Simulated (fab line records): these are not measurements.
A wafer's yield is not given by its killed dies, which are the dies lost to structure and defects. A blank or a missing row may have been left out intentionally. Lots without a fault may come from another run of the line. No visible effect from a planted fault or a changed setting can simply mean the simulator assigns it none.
Which tool did it? + flow gf180mcu + Sampling: 14 lots, 42 wafers, 4 of 602 route steps

== WHAT THE GAUGES READ, wafer by wafer ==
The record lacks any reading of a measuring or inspecting step that a usual standard deviation could be used to judge.

== WHICH TOOL RAN EACH LOT (tool, then ch and the chambers of the sampled wafers, then the start) ==
| lot  | GF_POLY_GATE_SOFTBAKE_06          | GF_V2_CVD_02                    | GF_V2_CMP_04                  | GF_V2_ETCH_17                  |
|------|-----------------------------------|---------------------------------|-------------------------------|--------------------------------|
| L314 | litho track-03 ch 0, day 8 18:00  | pecvd-04 ch 0,1, day 19 05:27   | cmp-01 ch 1,3, day 19 05:35   | rie diel-02 ch 0,1,2, no start |
| L315 | litho track-01 ch 0, day 9 00:00  | pecvd-04 ch 0,2, day 19 08:56   | cmp-02 ch 1,2,3, day 19 09:04 | rie diel-02 ch 0,1, no start   |
| L317 | litho track-03 ch 0, day 9 14:00  | pecvd-01 ch 1,2, day 20 06:26   | cmp-02 ch 0,2,3, day 20 06:34 | rie diel-02 ch 0,1,2, no start |
| L319 | litho track-03 ch 0, day 10 03:00 | pecvd-01 ch 0,2, day 20 22:11   | cmp-01 ch 0,2,3, day 20 22:19 | rie diel-03 ch 0,2,3, no start |
| L320 | litho track-02 ch 0, day 10 11:00 | pecvd-04 ch 0,2, day 21 09:10   | cmp-01 ch 0,2,3, day 21 09:17 | rie diel-03 ch 1,3, no start   |
| L321 | litho track-02 ch 0, day 10 19:00 | pecvd-01 ch 0,1, day 21 23:53   | cmp-02 ch 1,2, day 22 00:04   | rie diel-02 ch 0,1, no start   |
| L322 | litho track-03 ch 0, day 10 22:00 | pecvd-03 ch 1,2, day 22 00:19   | cmp-01 ch 0,1,2, day 22 00:30 | rie diel-02 ch 0,3, no start   |
| L323 | litho track-03 ch 0, day 11 11:00 | pecvd-03 ch 0,1, day 22 13:29   | cmp-02 ch 0,2,3, day 22 13:43 | rie diel-04 ch 0,1,2, no start |
| L324 | litho track-02 ch 0, day 12 00:00 | pecvd-03 ch 0,2, day 23 07:53   | cmp-01 ch 0,1,3, day 23 08:07 | rie diel-04 ch 1,3, no start   |
| L328 | litho track-03 ch 0, day 12 22:00 | pecvd-01 ch 0,2, day 24 09:16   | cmp-01 ch 0,2,3, day 24 09:40 | rie diel-02 ch 1,2, no start   |
| L329 | litho track-03 ch 0, day 13 14:00 | pecvd-03 ch 1,2, day 25 05:50   | cmp-02 ch 2,3, day 25 05:58   | rie diel-02 ch 2,3, no start   |
| L333 | litho track-01 ch 0, day 14 09:00 | pecvd-01 ch 0,1, day 25 20:35   | cmp-02 ch 2,3, day 25 20:43   | rie diel-02 ch 0,3, no start   |
| L334 | litho track-02 ch 0, day 14 14:00 | pecvd-01 ch 0,1,2, day 26 03:58 | cmp-01 ch 0,1,2, day 26 04:06 | rie diel-03 ch 1,2,3, no start |
| L337 | litho track-01 ch 0, day 15 21:00 | pecvd-03 ch 0,2, day 27 07:38   | cmp-02 ch 0,1, day 27 07:46   | rie diel-02 ch 1,3, no start   |
- GF_POLY_GATE_SOFTBAKE_06: time 60 s.
- GF_V2_CVD_02: deposits SiO2 from TEOS, target thk 850 nm, time 94.851 s.
- GF_V2_CMP_04: polishes SiO2.
- GF_V2_ETCH_17: etches SiO2 in C4F8/O2/Ar, stops on TiN, target depth 630 nm.

== WHAT THE TOOLS THEMSELVES READ (means of the sampled wafers that have a number; where no wafer has one, the mark that the record gives instead) ==
GF_POLY_GATE_SOFTBAKE_06.
| lot  | tool           | heater power total W (W) | plate temp C (C) |
|------|----------------|--------------------------|------------------|
| L314 | litho track-03 | 93.05                    | 130.04           |
| L315 | litho track-01 | 93.08                    | 130.03           |
| L317 | litho track-03 | 93.04                    | 129.94           |
| L319 | litho track-03 | 93.04                    | 130.00           |
| L320 | litho track-02 | 92.98                    | 130.01           |
| L321 | litho track-02 | 93.08                    | 130.01           |
| L322 | litho track-03 | 92.99                    | 129.87           |
| L323 | litho track-03 | 93.09                    | 130.23           |
| L324 | litho track-02 | 93.06                    | 129.90           |
| L328 | litho track-03 | 92.42                    | 129.48           |
| L329 | litho track-03 | 92.36                    | 129.35           |
| L333 | litho track-01 | 93.08                    | 129.84           |
| L334 | litho track-02 | 93.02                    | 129.98           |
| L337 | litho track-01 | 93.06                    | 129.97           |

GF_V2_CVD_02.
| lot  | tool     | heater power w (W) |
|------|----------|--------------------|
| L314 | pecvd-04 | 704                |
| L315 | pecvd-04 | 678                |
| L317 | pecvd-01 | 557                |
| L319 | pecvd-01 | 673                |
| L320 | pecvd-04 | 618                |
| L321 | pecvd-01 | 589                |
| L322 | pecvd-03 | 617                |
| L323 | pecvd-03 | 776                |
| L324 | pecvd-03 | 660                |
| L328 | pecvd-01 | 643                |
| L329 | pecvd-03 | 682                |
| L333 | pecvd-01 | 542                |
| L334 | pecvd-01 | 650                |
| L337 | pecvd-03 | 646                |

GF_V2_CMP_04.
| lot  | tool   | motor current A (A) | platen rpm (rpm) | time to endpoint s (s) |
|------|--------|---------------------|------------------|------------------------|
| L314 | cmp-01 | 11.6                | 59.97            | 74                     |
| L315 | cmp-02 | 11.9                | 60.02            | 78                     |
| L317 | cmp-02 | 12.5                | 60.02            | 82                     |
| L319 | cmp-01 | 12.1                | 60.00            | 80                     |
| L320 | cmp-01 | 11.4                | 59.99            | 78                     |
| L321 | cmp-02 | 11.5                | 60.00            | 79                     |
| L322 | cmp-01 | 11.9                | 60.01            | 79                     |
| L323 | cmp-02 | 12.1                | 59.95            | 76                     |
| L324 | cmp-01 | 11.3                | 59.98            | 76                     |
| L328 | cmp-01 | 11.7                | 60.03            | 77                     |
| L329 | cmp-02 | 12.1                | 60.02            | 76                     |
| L333 | cmp-02 | 12.4                | 59.97            | 71                     |
| L334 | cmp-01 | 11.7                | 60.03            | 80                     |
| L337 | cmp-02 | 11.7                | 59.99            | 81                     |

GF_V2_ETCH_17.
| lot  | tool        | oes product au (a.u.) |
|------|-------------|-----------------------|
| L314 | rie diel-02 | 0.853                 |
| L315 | rie diel-02 | 0.853                 |
| L317 | rie diel-02 | 0.852                 |
| L319 | rie diel-03 | 0.852                 |
| L320 | rie diel-03 | 0.858                 |
| L321 | rie diel-02 | 0.856                 |
| L322 | rie diel-02 | 0.856                 |
| L323 | rie diel-04 | 0.857                 |
| L324 | rie diel-04 | 0.854                 |
| L328 | rie diel-02 | 0.857                 |
| L329 | rie diel-02 | 0.853                 |
| L333 | rie diel-02 | 0.856                 |
| L334 | rie diel-03 | 0.855                 |
| L337 | rie diel-02 | 0.857                 |

== THE ANSWER, worked out from the rows above alone ==
Rule: the usual values come from the lots themselves. Put in order of their means at a reading, lots are off if they are a third of the lots or fewer, leave a main group of 4 or more, and stand apart from it by a gap of 3 or more times the standard deviation of the main group's means; of several such gaps the widest counts. Not used: any main group whose means are identical at the precision the tables above print for the reading. A lot without any number at a reading at which 4 lots or more have one is off too. All remaining lots with rows at the step are treated as sound. First the gauges in route order, then the tools' own readings, where a lot's mean is used as printed above. At the first step where some lot is off, the reading lying furthest off is the one used; lots without a number count as furthest.
Off: L328, L329, at GF_POLY_GATE_SOFTBAKE_06 (heater power total W). Main group: mean 93.05 W, sd 0.034.
If a tool, at that step or one of the process steps before it, ran each lot that is off and ran no sound lot following the first of them, it fits. One fits: litho track-03 at GF_POLY_GATE_SOFTBAKE_06. Its last sound lot is L323 (day 11 11:00), its first lot that is off L328 (day 12 22:00): a fault that began between those two fits.
The tool's own readings at GF_POLY_GATE_SOFTBAKE_06 bear it out: on the lots that are off they differ by more than 5 times the standard deviation of the sound lots' means. heater power total W reads 92.39 W there against 93.05 W on the sound lots; plate temp C reads 129.41 C there against 129.98 C on the sound lots.

== WHAT THE SIMULATOR PUT IN ==
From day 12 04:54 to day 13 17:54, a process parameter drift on litho track-03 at GF_POLY_GATE_SOFTBAKE_06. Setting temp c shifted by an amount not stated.
Shown lots that were struck: L328, L329. The rule given above showed the same thing.
